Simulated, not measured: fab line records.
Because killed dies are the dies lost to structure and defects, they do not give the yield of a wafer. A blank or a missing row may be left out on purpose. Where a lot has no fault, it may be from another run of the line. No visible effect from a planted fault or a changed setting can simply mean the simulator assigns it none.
A struck lot beside a sound one	flow sky130	24 out of 708 route steps
Sound: the wafers L586.3, L586.4, L586.6. Wafers L594.4, L594.5, L594.6 were the ones struck. Last of all comes the cause.
Each step with rows lists, per side, the tool, then ch with its chambers, then its first start. Under that, the readings that differ: sound wafers	struck wafers	difference of the means	sigmas: that difference in standard deviations of wafers without a fault.
alike: same words and numbers on both sides, and readings whose means sit less than 2 such deviations apart. not compared: any withheld reading, any reading some wafer has no value for, any bound like >300 that may hide the same value, and any number with overlapping values for which the record gives no deviation.
A row with sigmas, a row that says differs or no value, or rows on one side alone: a step with any of these is where the two part. Numbers that have no deviation but don't overlap get no sigmas and don't part them. A reading that every wafer of one side lacks parts them only if that side has two wafers or more.

SKY_METAL3_METAL_ETCH_18: etches the open film in Cl2/BCl3, stops on SiO2, target depth 845 nm, time 183.1 s.
  sound on rie_metal-02 ch 0, day 39 07:34; struck on rie_metal-04 ch 0,1, day 41 23:41
  alike: bias_w, chamber_pressure_mTorr, drypump_motor_current_A, oes_product_au, throttle_valve_pct
  not compared: rf_hours_counter_h
SKY_METAL3_STRIP_19: strips in O2/N2.
  sound on plasma_asher-04 ch 0,1, day 39 07:50; struck on plasma_asher-02 ch 0,1, day 41 23:50
reading	sound	struck	difference	sigmas
strip_time_to_endpoint_s (s)	6.57 6.50 6.55	6.64 6.66 6.75	+0.14	+2
  alike: chamber_pressure_mTorr, drypump_motor_current_A, n2_flow_sccm, oes_product_au
  not compared: rf_hours_counter_h
then, 4 steps without rows for these wafers: SKY_METAL3_STRIP_20 (strips in post etch residue remover, time 1200 s); SKY_METAL3_CLEAN_21 (cleans in IPA, time 180 s); SKY_METAL3_CLEAN_22 (cleans in O3/DIW); SKY_VIA3_HDPCVD_00 (deposits SiO2, target thk 1635 nm, time 272.5 s).
SKY_VIA3_THK_MEAS_01:
  sound on film_metro-04 at day 39 08:35; struck on film_metro-04 at day 42 00:36
  alike: VIA3_HDPCVD_THK
SKY_VIA3_CMP_02: polishes SiO2.
  sound on cmp-02 ch 0,1,2, day 39 08:44; struck on cmp-02 ch 1,2, day 42 00:38
  alike: motor_current_A
SKY_VIA3_BOW_MEAS_03:
  sound on film_metro-04 at day 39 08:58; struck on film_metro-02 at day 42 00:59
  alike: VIA3_BOW
then, 3 steps without rows for these wafers: SKY_VIA3_DEHYDRATE_04 (time 60 s); SKY_VIA3_HMDS_05 (prime time 60 s); SKY_VIA3_COAT_06 (resist thk 60 nm).
SKY_VIA3_COAT_07: resist thk 450 nm.
  sound on litho_track-03 ch 0, day 39 21:00; struck on litho_track-04 ch 0, day 42 11:00
reading	sound	struck	difference	sigmas
spin_speed_rpm (rpm)	3000.1 3001.2 3003.3	3332.0 3330.4 3328.6	+328.8	+99 or more
model.KrF-thick_of_VIA3_COAT_07.thk_nm (nm)	450.4 451.4 448.5	428.3 426.9 426.7	-22.8	
then, 4 steps without rows for these wafers: SKY_VIA3_SOFTBAKE_08 (time 90 s); SKY_VIA3_EXPOSE_09 (exposes mask VIM3, target cd 200 nm); SKY_VIA3_PEB_10; SKY_VIA3_DEVELOP_11 (develop time 60 s).
SKY_VIA3_CD_MEAS_12: the cd target is 200 nm.
  sound on cd_sem-02 at day 40 09:20; struck on cd_sem-02 at day 42 23:26
  alike: cd_nm
SKY_VIA3_OVL_MEAS_13:
  sound on overlay-02 at day 40 09:26; struck on overlay-02 at day 42 23:31
  alike: VIA3_OVL
SKY_VIA3_ETCH_14: etches BARC in N2/H2, stops on SiO2, time 45.9 s, target depth 60 nm.
  sound on rie_diel-04 ch 0,3, day 40 09:27; struck on rie_diel-04 ch 1,2, day 42 23:32
  alike: bias_w, chamber_pressure_mTorr, drypump_motor_current_A, n2_flow_sccm, oes_product_au, throttle_valve_pct
  not compared: rf_hours_counter_h
SKY_VIA3_ETCH_15: etches SiO2 in C4F8/O2/Ar, stops on TiN, target depth 507 nm, time 78 s.
  sound on rie_diel-04 ch 0,3, day 40 09:29; struck on rie_diel-04 ch 1,2, day 42 23:34
reading	sound	struck	difference	sigmas
model.KrF-thick_of_VIA3_COAT_07.thk_nm (nm)	291.3 292.6 289.8	270 268.8 269.1	-22	
  alike: bias_w, chamber_pressure_mTorr, oes_product_au
  not compared: rf_hours_counter_h
SKY_VIA3_STRIP_16: strips in O2/N2.
  sound on plasma_asher-02 ch 0,1, day 40 09:35; struck on plasma_asher-03 ch 0,1, day 42 23:40
reading	sound	struck	difference	sigmas
strip_time_to_endpoint_s (s)	4.152 4.152 4.135	3.908 3.877 3.895	-0.253	-13
  alike: chamber_pressure_mTorr, drypump_motor_current_A, n2_flow_sccm, oes_product_au
  not compared: rf_hours_counter_h
then, 2 steps without rows for these wafers: SKY_VIA3_STRIP_17 (strips in post etch residue remover, time 1200 s); SKY_PAD_OPEN_PROBE_99.

## WHERE THEY PART
Earliest at SKY_METAL3_STRIP_19; latest, in this record, at SKY_VIA3_STRIP_16.

WHY: what the simulator had put in
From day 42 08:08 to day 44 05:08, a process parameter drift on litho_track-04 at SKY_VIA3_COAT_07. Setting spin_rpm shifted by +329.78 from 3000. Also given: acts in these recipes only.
